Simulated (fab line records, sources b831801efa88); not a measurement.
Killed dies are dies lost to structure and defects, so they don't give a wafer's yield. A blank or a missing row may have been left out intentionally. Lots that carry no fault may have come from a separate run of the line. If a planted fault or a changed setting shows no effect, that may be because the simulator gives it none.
Which tool did it?    flow sky130    Sampling: 13 lots, 39 wafers, 4 of 708 route steps

== WHAT EACH GAUGE READ, for each wafer ==
SKY_POLY_GATE_THK_MEAS_21.
lot   measured      on             POLY_GATE_OXIDATION_THK (nm)
L185  day 16 15:59  film_metro-02  4.12 4.06 4.10
L186  day 16 16:20  film_metro-01  3.98 4.06 4.02
L187  day 17 09:08  film_metro-01  3.96 3.97 3.99
L188  day 17 17:47  film_metro-04  3.98 4.03 4.05
L191  day 18 14:47  film_metro-04  4.02 3.99 3.96
L194  day 19 23:46  film_metro-04  3.96 4.00 4.02
L195  day 20 09:20  film_metro-04  4.04 4.08 4.05
L200  day 22 01:19  film_metro-04  3.91 3.92 3.86
L203  day 23 07:25  film_metro-04  3.99 3.95 4.06
L205  day 23 17:21  film_metro-04  4.04 3.94 4.05
L206  day 23 23:22  film_metro-01  4.08 4.07 4.11
L207  day 24 08:50  film_metro-04  3.88 3.92 3.97
L208  day 24 17:28  film_metro-04  3.92 4.03 4.06

SKY_POLY_CUT_CD_MEAS_08 targets a cd of 270 nm.
lot   measured      on         cd_nm (nm)
L185  day 24 08:37  cd_sem-01  270.2 268.9 268.8
L186  day 24 09:42  cd_sem-02  270.7 268.8 269.3
L187  day 25 02:43  cd_sem-01  268.4 269.5 269.3
L188  day 25 11:04  cd_sem-01  268.4 270.4 270.6
L191  day 26 08:43  cd_sem-01  270.6 271.1 269.4
L194  day 27 15:31  cd_sem-01  270.0 270.0 271.0
L195  day 27 23:14  cd_sem-02  268.7 269.5 269.6
L200  day 29 13:59  cd_sem-02  270.1 270.5 269.7
L203  day 30 16:18  cd_sem-02  271.9 271.7 270.6
L205  day 31 00:44  cd_sem-02  271.9 272.9 271.8
L206  day 31 06:22  cd_sem-01  270.9 270.0 271.0
L207  day 31 13:11  cd_sem-01  269.6 270.4 269.2
L208  day 32 01:13  cd_sem-01  271.3 270.7 271.6

== WHAT TOOL EACH LOT RAN ON (gives the tool, then ch and the chambers of the sampled wafers, and finally the start) ==
lot   SKY_LDD_P_STRIP_10                    SKY_LDD_LDN_IMPLANT_08
L185  plasma_asher-02 ch 0,1, day 19 03:56  implanter-03 ch 0, day 22 23:09
L186  plasma_asher-03 ch 0,1, day 19 04:40  implanter-04 ch 0, day 23 00:50
L187  plasma_asher-03 ch 0, day 19 22:46    implanter-03 ch 0, day 23 18:35
L188  plasma_asher-01 ch 0,1, day 20 08:07  implanter-04 ch 0, day 24 03:22
L191  plasma_asher-03 ch 0,1, day 21 05:43  implanter-03 ch 0, day 25 01:10
L194  plasma_asher-01 ch 0,1, day 22 13:44  implanter-04 ch 0, day 26 08:44
L195  plasma_asher-02 ch 0,1, day 22 23:07  implanter-04 ch 0, day 26 16:05
L200  plasma_asher-03 ch 0,1, day 24 15:31  implanter-02 ch 0, day 28 06:59
L203  plasma_asher-01 ch 0,1, day 25 20:13  implanter-03 ch 0, day 29 10:02
L205  plasma_asher-03 ch 0,1, day 26 05:13  implanter-04 ch 0, day 29 18:48
L206  plasma_asher-01 ch 0,1, day 26 11:04  implanter-02 ch 0, day 30 00:48
L207  plasma_asher-02 ch 0,1, day 26 20:28  implanter-02 ch 0, day 30 08:15
L208  plasma_asher-02 ch 0,1, day 27 05:52  implanter-04 ch 0, day 30 18:56
- SKY_LDD_P_STRIP_10: strips in O2/N2.
- SKY_LDD_LDN_IMPLANT_08

== AS READ BY THE TOOLS THEMSELVES (means over the sampled wafers that have a number; for cases with no such wafer, the mark the record gives instead) ==
SKY_LDD_P_STRIP_10.
lot   tool             drypump_motor_current_A (A)  oes_product_au (a.u.)  strip_time_to_endpoint_s (s)
L185  plasma_asher-02  5.2                          0.714                  14.19
L186  plasma_asher-03  5.6                          0.716                  14.22
L187  plasma_asher-03  5.4                          0.719                  14.14
L188  plasma_asher-01  6.0                          0.714                  14.18
L191  plasma_asher-03  5.7                          0.717                  14.24
L194  plasma_asher-01  6.0                          0.718                  14.19
L195  plasma_asher-02  5.2                          0.717                  14.18
L200  plasma_asher-03  5.6                          0.716                  14.21
L203  plasma_asher-01  5.5                          0.714                  14.13
L205  plasma_asher-03  5.5                          0.717                  14.22
L206  plasma_asher-01  6.0                          0.713                  14.16
L207  plasma_asher-02  5.6                          0.711                  14.16
L208  plasma_asher-02  5.6                          0.711                  14.17

SKY_LDD_LDN_IMPLANT_08.
lot   tool          beam_energy_keV
L185  implanter-03  15.002
L186  implanter-04  15.001
L187  implanter-03  14.993
L188  implanter-04  14.999
L191  implanter-03  15.006
L194  implanter-04  15.712
L195  implanter-04  15.712
L200  implanter-02  15.001
L203  implanter-03  15.003
L205  implanter-04  14.995
L206  implanter-02  15.007
L207  implanter-02  15.000
L208  implanter-04  14.996

== THE ANSWER, worked out from the rows above alone ==
Rule: the usual values come from the lots themselves. The widest of any qualifying gaps counts: lots, ordered by their means at a reading, are off when they make up no more than a third of the lots, leave a main group of 4 or more, and stand apart from it by 3 or more times the standard deviation of that group's means. A main group is skipped when, at the precision printed for the reading in the tables above, its means are all equal. A lot without any number at a reading at which 4 lots or more have one is off too. Any other lot the step has rows for is counted as sound. After the gauges, taken in route order, come the tools' own readings; for these a lot's mean is taken, as printed above. At the first step where some lot is off, the reading lying furthest off is the one used; lots without a number count as furthest.
Off: L194, L195 (SKY_LDD_LDN_IMPLANT_08, beam_energy_keV). The main group: mean 15.000, standard deviation 0.0042.
If a tool, at that step or one of the process steps before it, ran each lot that is off and ran no sound lot following the first of them, it fits. None of those tried fits.

== WHAT THE SIMULATOR PUT IN ==
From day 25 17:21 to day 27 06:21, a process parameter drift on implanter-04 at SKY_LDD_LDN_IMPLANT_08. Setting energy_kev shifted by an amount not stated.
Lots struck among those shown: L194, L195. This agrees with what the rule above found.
